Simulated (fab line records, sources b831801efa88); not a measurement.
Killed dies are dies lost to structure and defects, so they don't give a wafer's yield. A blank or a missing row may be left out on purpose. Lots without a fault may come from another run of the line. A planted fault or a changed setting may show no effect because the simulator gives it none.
Problem report in the 8D (eight disciplines) form, filled by code | flow gf180mcu | the parts of the form that need people (team, actions taken, sign-off) are left out

1. THE PROBLEM
cd_nm at GF_TOP_METAL_CD_MEAS_14 reads a mean of 469.0 nm on 6 wafers of 2 lots; wafers without a fault read 440.1 nm with a standard deviation of 2.3. That is +13 standard deviations from the usual mean.
The step: target cd 440 nm.
First seen on wafer L459.1, day 30 16:07, on cd_sem-02. The record holds 33 wafers of 11 lots with a number at this step. Rule for "out", or "out of limits": more than 4 standard deviations from the usual mean. The other wafers with a number count as sound.

2. WHAT IT IS AND WHAT IT IS NOT
question                    | is                     | is not
which readings at this step | cd_nm                  | -
which lots                  | L459, L460             | L450, L451, L453, L465, L467, L468, L471, L472, L473
which wafers of those lots  | all that have a number | -
read on which gauges        | cd_sem-01, cd_sem-02   | -
when                        | from day 30 16:07      | up to then (9 sound wafers); but 18 sound wafers of L465, L467, L468, L471, L472, L473 came after

3. SUSPECTS, AND WHAT RULES EACH OUT
Counting: a tool at a process step up to the reading stays a suspect if it ran every lot that is out and no sound lot after the first of them.
- the gauge at GF_TOP_METAL_CD_MEAS_14: ruled out. The wafers that are out were read on 2 gauges (cd_sem-01, cd_sem-02).
- litho_track-02 at GF_TOP_METAL_COAT_09 (resist thk 1500 nm): ruled out as a lasting fault. Sound lots L471 ran on it after its first lot that is out, L459 (day 30 07:34).
Left after counting: nothing in the record.

4. THE CAUSE (what the simulator had put in)
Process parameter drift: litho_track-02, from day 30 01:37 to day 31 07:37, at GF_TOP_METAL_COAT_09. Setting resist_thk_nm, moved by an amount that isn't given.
Counting ruled it out, wrongly: the rule takes a fault to strike every lot that its tool runs from its start on, and this one did not.

5. THE CHAIN OF EFFECTS, in route order
Each row: a reading whose mean over the struck wafers that have a number lies more than 3 standard deviations from the usual. Only readings for which the record gives a usual standard deviation are gone through. hours: the time from each lot's start at the first step in this table that gives one to its start at this step, as a median over the lots. sigmas: the change in usual standard deviations.
hours | step                    | reading                  | usual    | on struck wafers | change | sigmas
0     | GF_TOP_METAL_CD_MEAS_14 | cd_nm                    | 440.1 nm | 469.0            | +28.9  | +13
0     | GF_TOP_METAL_STRIP_17   | strip_time_to_endpoint_s | 13.47 s  | 18.32            | +4.85  | +49
The process steps in it:
- GF_TOP_METAL_STRIP_17: strips in O2/N2.

6. WHAT WOULD HAVE CAUGHT IT SOONER
In this record the first reading out of limits at a measuring or inspecting step was taken at day 30 16:07, 14 hours after the fault began at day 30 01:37.
Of the tool readings at GF_TOP_METAL_COAT_09 for which the record gives a usual standard deviation, none was out on any struck wafer, so an alarm limit of 4 standard deviations on them would not have fired.
